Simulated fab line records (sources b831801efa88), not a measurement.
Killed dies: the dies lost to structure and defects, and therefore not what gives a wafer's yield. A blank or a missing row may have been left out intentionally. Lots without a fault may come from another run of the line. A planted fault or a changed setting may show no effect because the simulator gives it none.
fab line records	flow sky130
record: lots: 6	wafers: 18	last-day: 49
route steps=708 shown GATE_OXIDE@191 POLY_GATE@204 PAD_OPEN@708
lots with no fault: from the same line, run without faults
start-h: hours from the record's first day to the start of the lot's first wafer shown	wait-h: hours since the lot's step before	" identical to the entry in the row above	L1.1+2: a row that stands for several wafers	- either no value or no given start	* or withheld: withheld	< > ~ a bound
route shown NAME@n: names a module that has steps shown in the file, with the first one's number in the route	usual: mean/standard deviation of fault-free wafers	same: alike in all rows	chamber/n: place in a boat	sites: per-site readings	_std_site: standard deviation across them	_edge_site: the outer-site mean with the inner-site mean subtracted	radius-mm: how far each site lies from the wafer's centre	mask NAME#n: copy n	behind: the last tool/chamber to shape the wafer	hold: the reason the lot was held/the length of the hold in hours/how it ended	device: the n, p or np transistor that did not switch	end of line: the same wafers' tests at the end of the route	a step given without rows: its recipe and nothing more	killed: dies that structure and defects cost at the first sort, which is not the same as the wafer's yield	map: the dies of a wafer, with x for killed, . for not killed, _ for no die there
set.NAME: the run value of the setting; set.NAME@STEP: its run value at that earlier step	model.NAME: the simulator's own value behind a step, which no gauge read
lots at some steps of the route; a table a step, a row a wafer
services: when a tool's chamber went out of use (start-h, in hours from the record's first day, below 0 if earlier), for how many hours, and the reason
== steps ==
step: SKY_GATE_OXIDE_HMDS_04
recipe: prime-time-s: 60	prime-temp-c: 120
step: SKY_GATE_OXIDE_COAT_05
recipe: resist: NOVOLAK	spin-rpm: 3000	resist-thk-nm: 1140
step: SKY_GATE_OXIDE_SOFTBAKE_06
recipe: temp-c: 90	time-s: 60	resist: NOVOLAK
step: SKY_GATE_OXIDE_EXPOSE_07
recipe: mask-id: LVOM	na: 0.6	source-shape: conventional	sigma-outer: 0.6	polarization: unpolarized	target-cd-nm: 600	dose-mj: 170
step: SKY_GATE_OXIDE_PEB_08
recipe: temp-c: withheld	time-s: *	resist: NOVOLAK
step: SKY_GATE_OXIDE_DEVELOP_09
recipe: resist: NOVOLAK	developer: TMAH	develop-time-s: 60	dev-temp-c: 23
step: SKY_GATE_OXIDE_OVL_MEAS_10
usual: GATE_OXIDE_OVL: -0.5/1.3
lot.wafer	tool	chamber	start-h	wait-h	GATE_OXIDE_OVL[nm]
L775.2	overlay-01	-	397.92	0.1	-0.8
L775.3	"	-	"	"	-2.7
L775.6	"	-	"	"	-0.8
L776.1	overlay-02	-	408.49	0.1	-0.8
L776.3	"	-	"	"	-1.0
L776.4	"	-	"	"	-2.1
L777.1	overlay-01	-	411.94	0.1	-0.9
L777.2	"	-	"	"	-0.7
L777.4	"	-	"	"	-1.4
L778.2	overlay-01	-	423.69	0.1	-2.4
L778.3	"	-	"	"	-1.0
L778.5	"	-	"	"	-1.0
L779.1	overlay-02	-	427.52	0.1	-1.2
L779.3	"	-	"	"	-0.4
L779.5	"	-	"	"	-1.3
L783.1	overlay-01	-	460.87	0.1	-0.6
L783.5	"	-	"	"	1.3
L783.6	"	-	"	"	0.4
step: SKY_GATE_OXIDE_IMPLANT_11
recipe: species: B	energy-kev: 10	dose-cm2: 2.6e+12	tilt-deg: withheld
step: SKY_GATE_OXIDE_WET_ETCH_12
recipe: chemistry: dHF	target-depth-nm: 16.8	dry: n2-spin	target: SiO2	dilution: 100:1	temp-c: 25	time-s: 336
step: SKY_GATE_OXIDE_STRIP_13
recipe: chemistry: O2/N2	power-w: 1400	pressure-mtorr: 1500	platen-temp-c: withheld	o2-flow-sccm: 3000	n2-flow-sccm: 300	overash-fraction: 0.5
usual: drypump-motor-current-A: 5.68/0.18	oes-product-au: 0.716/0.0043	strip-time-to-endpoint-s: 14.18/0.048
lot.wafer	tool	chamber	start-h	wait-h	drypump-motor-current-A	oes-product-au	rf-hours-counter-h	strip-time-to-endpoint-s
L775.2	plasma-asher-03	1	398.21	0.0	5.88	0.718	72	14.16
L775.3	"	0	"	"	5.52	0.720	-	14.16
L775.6	"	0	"	"	5.52	0.724	-	14.21
L776.1	plasma-asher-03	0	408.79	0.0	5.51	0.717	72	14.13
L776.3	"	0	"	"	5.52	0.713	-	14.11
L776.4	"	1	"	"	5.94	0.719	-	14.09
L777.1	plasma-asher-02	1	412.23	0.0	5.59	0.713	29	14.21
L777.2	"	0	"	"	5.65	0.715	29	14.22
L777.4	"	1	"	"	5.60	0.721	-	14.26
L778.2	plasma-asher-02	1	423.97	0.0	5.60	0.721	30	14.19
L778.3	"	0	"	"	5.66	0.715	-	14.24
L778.5	"	1	"	"	5.59	0.709	-	14.23
L779.1	plasma-asher-01	0	427.80	0.0	5.94	0.711	72	14.21
L779.3	"	0	"	"	5.96	0.711	-	14.21
L779.5	"	0	"	"	5.94	0.715	-	14.14
L783.1	plasma-asher-01	1	461.15	0.0	5.45	0.718	76	14.08
L783.5	"	0	"	"	5.96	0.719	-	14.10
L783.6	"	1	"	"	5.45	0.722	-	14.06
step: SKY_GATE_OXIDE_TW_MEAS_14
usual: GATE_OXIDE_TW: 224/4.2
lot.wafer	tool	chamber	start-h	wait-h	GATE_OXIDE_TW
L775.2	film-metro-04	-	398.32	0.1	230
L775.3	"	-	"	"	230
L775.6	"	-	"	"	230
L776.1	film-metro-04	-	408.89	0.1	226
L776.3	"	-	"	"	228
L776.4	"	-	"	"	228
L777.1	film-metro-02	-	412.33	0.1	222
L777.2	"	-	"	"	223
L777.4	"	-	"	"	222
L778.2	film-metro-01	-	424.08	0.1	219
L778.3	"	-	"	"	219
L778.5	"	-	"	"	219
L779.1	film-metro-01	-	427.90	0.1	220
L779.3	"	-	"	"	219
L779.5	"	-	"	"	219
L783.1	film-metro-02	-	461.25	0.1	221
L783.5	"	-	"	"	222
L783.6	"	-	"	"	221
step: SKY_GATE_OXIDE_CLEAN_15
recipe: chemistry: SC1/SC2	mix: 1:4:20	temp-c: 70	time-s: 150	dry: n2-spin
step: SKY_GATE_OXIDE_OXIDATION_16
recipe: temp-c: 800	ambient: O2	idle-temp-c: 700	ramp-up-c-per-min: 10	ramp-down-c-per-min: 3	stabilise-s: 600	purge-s: 300	target-thk-a: 35.7	ox-time-s: 1915
usual: ox-temp-c-max: 805.0/1.8	spike-tc-top-C: 810.4/2.6
lot.wafer	tool	chamber	start-h	wait-h	ox-temp-c-max	spike-tc-top-C	model.SiO2_of_GATE_OXIDE_OXIDATION_01.thk-nm
L775.2	furnace-02	0	398.78	0.4	806.4	808.0	11.55
L775.3	"	0	"	"	808.0	807.4	11.64
L775.6	"	0	"	"	807.1	808.6	11.52
L776.1	furnace-01	0	409.00	0.0	804.3	813.8	11.86
L776.3	"	0	"	"	803.4	811.5	11.9
L776.4	"	0	"	"	802.6	813.3	11.89
L777.1	furnace-01	0	412.44	0.0	802.9	812.7	11.45
L777.2	"	0	"	"	802.6	814.5	11.49
L777.4	"	0	"	"	803.0	812.9	11.46
L778.2	furnace-02	0	425.36	1.2	806.6	809.5	12.03
L778.3	"	0	"	"	807.6	808.1	12.24
L778.5	"	0	"	"	805.8	808.3	11.97
L779.1	furnace-02	0	428.40	0.4	805.7	806.0	12.01
L779.3	"	0	"	"	808.0	808.5	12.2
L779.5	"	0	"	"	806.2	808.5	12.01
L783.1	furnace-01	0	461.57	0.2	803.4	812.5	11.75
L783.5	"	0	"	"	803.3	812.9	11.57
L783.6	"	0	"	"	803.6	812.9	11.64
step: SKY_POLY_GATE_CVD_00
recipe: material: poly-Si	target-thk-nm: 180	temp-c: 620	time-s: 720	pressure-mtorr: 200
step: SKY_PAD_OPEN_PROBE_99
usual: killed_at_M0_to_M3: 44/7.2	killed_at_M4_up: 3.0/1.9	killed-at-contacts: 25/4.8	killed-at-front-end: 16/4.2	killed-at-other: 0.2/0.44	killed-dies: 88/9.3	killed-open: 48/7.1	killed-short: 40/6.5
same: gross-dies: 492	killed-at-back-side: 0
lot.wafer	tool	chamber	start-h	wait-h	killed_at_M0_to_M3	killed_at_M4_up	killed-at-contacts	killed-at-front-end	killed-at-other	killed-dies	killed-open	killed-short	model.etest.pfet_01v8.r-on-ohm-um	model.etest.tip-sonos.rs-ohm-sq	model.etest.nfet_01v8.r-on-ohm-um	model.etest.nfet_01v8_lvt.drive-ua-um	model.etest.nfet_01v8_swapped.drive-ua-um	model.etest.nfet_01v8_turned.drive-ua-um	model.etest.nfet_01v8.drive-ua-um	model.etest.sram-nfet-pass.drive-ua-um
L775.2	prober-01	-	1138.53	0.1	35	3	16	20	0	74	44	30	2895	2639	827.7	580	505.4	504.9	502.3	471.1
L775.3	prober-01	-	1138.58	0.2	45	3	18	19	0	85	44	41	2857	2683	850.8	569.3	498.6	494.4	492.7	472.7
L775.6	prober-01	-	1138.73	0.2	37	4	13	12	0	66	29	37	2885	2652	840.5	573.4	501	502.7	498.9	488.8
L776.1	prober-02	-	1143.40	0.1	41	3	31	17	0	92	44	48	2995	2717	856.5	559.3	489.6	494.8	490.6	486.2
L776.3	prober-02	-	1143.50	0.2	44	4	27	21	0	96	54	42	2967	2680	842.5	574.9	505.4	511.8	507.9	483.3
L776.4	prober-02	-	1143.55	0.2	43	0	27	16	1	87	58	29	2937	2738	840.1	576.7	503.8	506.9	505	496.9
L777.1	prober-01	-	1143.98	0.1	43	1	30	12	0	86	51	35	2895	2643	869.5	554.2	481.3	482.3	484.6	462
L777.2	prober-01	-	1144.03	0.1	31	3	25	19	0	78	42	36	2904	2657	855	559	484.3	483.5	482.9	472.8
L777.4	prober-01	-	1144.13	0.2	49	2	30	30	1	112	62	50	2880	2666	844.8	564.7	494.3	498.5	491.7	477.3
L778.2	prober-02	-	1153.54	0.1	49	1	30	18	2	100	51	49	2980	2766	899.5	515.2	449.6	449.1	449.8	420.8
L778.3	prober-02	-	1153.59	0.2	31	3	25	21	1	81	44	37	2987	2789	876.3	530.6	463.5	464.2	461.1	454.4
L778.5	prober-02	-	1153.69	0.2	45	3	27	20	0	95	61	34	3080	2727	916.6	510.4	443.9	445.5	444.2	437.1
L779.1	prober-01	-	1154.10	0.1	36	1	29	14	0	80	37	43	2961	2755	867.5	533.5	468.2	465.8	468.1	450.2
L779.3	prober-01	-	1154.20	0.2	44	5	26	21	0	96	40	56	2993	2781	868	537.4	467.6	472.8	474.6	458.6
L779.5	prober-01	-	1154.30	0.2	38	2	36	10	0	86	48	38	2928	2732	871.4	542.1	469.3	468.3	463.6	460.1
L783.1	prober-01	-	1173.09	0.1	48	2	24	15	0	89	37	52	2871	2717	841.3	576.2	503.2	503.7	503.3	479
L783.5	prober-01	-	1173.29	0.2	42	0	23	10	0	75	44	31	2854	2665	833.5	571.1	502.1	501.3	504.6	489.1
L783.6	prober-01	-	1173.34	0.2	53	1	31	16	1	102	53	49	2920	2655	853.1	567.3	493.4	495.4	496.4	489
killed by level:class
L775.2 POLY_GATE:geometric-particle:open=8 VIA1:geometric-particle:open=8 LI_CONTACT:geometric-particle:open=7 VIA3:geometric-particle:open=7 POLY_GATE:geometric-particle:short=6 CONTACT:geometric-particle:open=5 METAL1:geometric-particle:short=5 VIA2:geometric-particle:open=5
L775.3 VIA1:geometric-particle:open=11 VIA2:geometric-particle:open=9 CONTACT:geometric-particle:open=8 METAL1:geometric-particle:short=7 FIELD_ISO:geometric-particle:open=5 VIA1:geometric-particle:short=5 FIELD_ISO:geometric-particle:short=4 LOCAL_INTERCONNECT:geometric-particle:short=4
L775.6 METAL1:geometric-particle:short=7 VIA3:geometric-particle:open=5 VIA2:geometric-particle:open=5 POLY_GATE:geometric-particle:open=4 VIA1:geometric-particle:short=4 VIA1:geometric-particle:open=4 VIA2:geometric-particle:short=4 METAL3:geometric-particle:short=4
L776.1 VIA1:geometric-particle:open=11 CONTACT:geometric-particle:open=11 CONTACT:geometric-particle:short=7 METAL1:geometric-particle:short=6 FIELD_ISO:geometric-particle:open=5 LOCAL_INTERCONNECT:geometric-particle:short=5 METAL2:geometric-particle:short=5 FIELD_ISO:geometric-particle:short=4
L776.3 CONTACT:geometric-particle:open=12 VIA3:geometric-particle:open=7 FIELD_ISO:geometric-particle:open=6 CONTACT:geometric-particle:short=6 METAL2:geometric-particle:short=6 VIA1:geometric-particle:open=6 POLY_GATE:geometric-particle:open=5 VIA1:geometric-particle:short=5
L776.4 CONTACT:geometric-particle:open=11 VIA3:geometric-particle:open=9 VIA1:geometric-particle:open=8 FIELD_ISO:geometric-particle:open=7 POLY_GATE:geometric-particle:open=5 LI_CONTACT:geometric-particle:open=5 CONTACT:geometric-particle:short=5 VIA2:geometric-particle:open=5
L777.1 CONTACT:geometric-particle:open=12 VIA1:geometric-particle:open=9 LI_CONTACT:geometric-particle:open=8 VIA2:geometric-particle:open=6 VIA2:geometric-particle:short=5 METAL2:geometric-particle:short=5 FIELD_ISO:geometric-particle:short=4 VIA1:geometric-particle:short=4
L777.2 CONTACT:geometric-particle:open=8 LI_CONTACT:geometric-particle:open=7 VIA1:geometric-particle:open=6 FIELD_ISO:geometric-particle:open=5 FIELD_ISO:geometric-particle:short=5 METAL1:geometric-particle:short=5 VIA3:geometric-particle:short=5 LOCAL_INTERCONNECT:geometric-particle:short=4
L777.4 VIA1:geometric-particle:open=12 POLY_GATE:geometric-particle:short=11 LI_CONTACT:geometric-particle:open=10 FIELD_ISO:geometric-particle:open=9 CONTACT:geometric-particle:open=9 VIA3:geometric-particle:open=7 METAL2:geometric-particle:short=6 VIA2:geometric-particle:open=6
L778.2 VIA1:geometric-particle:open=12 CONTACT:geometric-particle:open=12 POLY_GATE:geometric-particle:short=7 METAL2:geometric-particle:short=7 VIA1:geometric-particle:short=7 VIA2:geometric-particle:open=7 LOCAL_INTERCONNECT:geometric-particle:short=6 VIA3:geometric-particle:open=6
L778.3 CONTACT:geometric-particle:open=10 METAL2:geometric-particle:short=9 VIA1:geometric-particle:open=9 FIELD_ISO:geometric-particle:open=8 LI_CONTACT:geometric-particle:open=5 FIELD_ISO:geometric-particle:short=4 LOCAL_INTERCONNECT:geometric-particle:short=4 POLY_GATE:geometric-particle:short=3
L778.5 LI_CONTACT:geometric-particle:open=12 VIA2:geometric-particle:open=11 VIA1:geometric-particle:open=10 POLY_GATE:geometric-particle:open=7 METAL1:geometric-particle:short=5 VIA1:geometric-particle:short=5 FIELD_ISO:geometric-particle:short=4 METAL2:geometric-particle:short=4
L779.1 LI_CONTACT:geometric-particle:short=7 LI_CONTACT:geometric-particle:open=7 CONTACT:geometric-particle:open=6 VIA1:geometric-particle:short=6 FIELD_ISO:geometric-particle:short=5 CONTACT:geometric-particle:short=5 VIA2:geometric-particle:open=5 VIA3:geometric-particle:open=5
L779.3 FIELD_ISO:geometric-particle:short=9 VIA1:geometric-particle:short=8 CONTACT:geometric-particle:open=7 METAL1:geometric-particle:short=7 VIA1:geometric-particle:open=7 LI_CONTACT:geometric-particle:open=6 LOCAL_INTERCONNECT:geometric-particle:short=6 VIA3:geometric-particle:open=6
L779.5 LOCAL_INTERCONNECT:geometric-particle:short=11 VIA1:geometric-particle:open=10 LI_CONTACT:geometric-particle:open=9 CONTACT:geometric-particle:open=8 METAL1:geometric-particle:short=7 POLY_GATE:geometric-particle:open=6 CONTACT:geometric-particle:short=6 VIA3:geometric-particle:open=6
L783.1 CONTACT:geometric-particle:open=11 METAL2:geometric-particle:short=9 METAL1:geometric-particle:short=8 POLY_GATE:geometric-particle:short=5 VIA2:geometric-particle:open=5 VIA2:geometric-particle:short=5 VIA3:geometric-particle:short=5 FIELD_ISO:geometric-particle:short=4
L783.5 VIA1:geometric-particle:open=13 CONTACT:geometric-particle:open=8 METAL1:geometric-particle:short=7 VIA3:geometric-particle:open=7 LI_CONTACT:geometric-particle:open=6 VIA2:geometric-particle:open=5 FIELD_ISO:geometric-particle:short=4 LOCAL_INTERCONNECT:geometric-particle:short=4
L783.6 CONTACT:geometric-particle:open=11 VIA1:geometric-particle:open=11 VIA2:geometric-particle:open=8 METAL1:geometric-particle:short=8 FIELD_ISO:geometric-particle:open=7 LOCAL_INTERCONNECT:geometric-particle:short=5 CONTACT:geometric-particle:short=5 METAL2:geometric-particle:short=5
== services ==
tool	chamber	start-h	hours	kind
plasma-asher-02	-	376.84	2.1	repair
plasma-asher-01	-	415.83	0.4	repair
plasma-asher-03	-	421.25	9.0	pm
plasma-asher-03	0	421.25	9.0	vent-cycle
plasma-asher-03	1	421.25	9.0	vent-cycle
plasma-asher-03	-	427.01	0.8	repair
plasma-asher-03	0	430.25	-	clean
plasma-asher-03	1	430.25	-	clean
plasma-asher-01	-	431.53	0.6	repair
plasma-asher-03	-	453.94	3.0	repair
furnace-02	-	460.98	2.9	pm
== key ==
first-sign none at tools or gauges
model-effect: step: SKY_GATE_OXIDE_OXIDATION_16	value: SiO2_of_GATE_OXIDE_OXIDATION_01.thk-nm	without: 11.75	struck: 12.08
model-effect: step: SKY_PAD_OPEN_PROBE_99	value: etest.pfet_01v8.r-on-ohm-um	without: 2859	struck: 2988
met-at SKY_GATE_OXIDE_OXIDATION_16
struck-wafers L778.2,L778.3,L778.5,L779.1,L779.3,L779.5
tester-left-out L778,L779
onset-between 398.78 425.36
fault: kind: process-parameter-drift	tool: furnace-02	chamber: -	onset-h: 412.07	steps: SKY_GATE_OXIDE_OXIDATION_16	channel: ox-time-s	offset: *	shape: step	end-h: 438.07	acts-in: *	stated: *
tester-left-out: of these lots the tester's yield and bins aren't shown, on N5 and GAA mostly nor the transistor test; their killed dies are dies lost to structure and defects alone, not to doping, threshold or leakage, so they don't give the yield
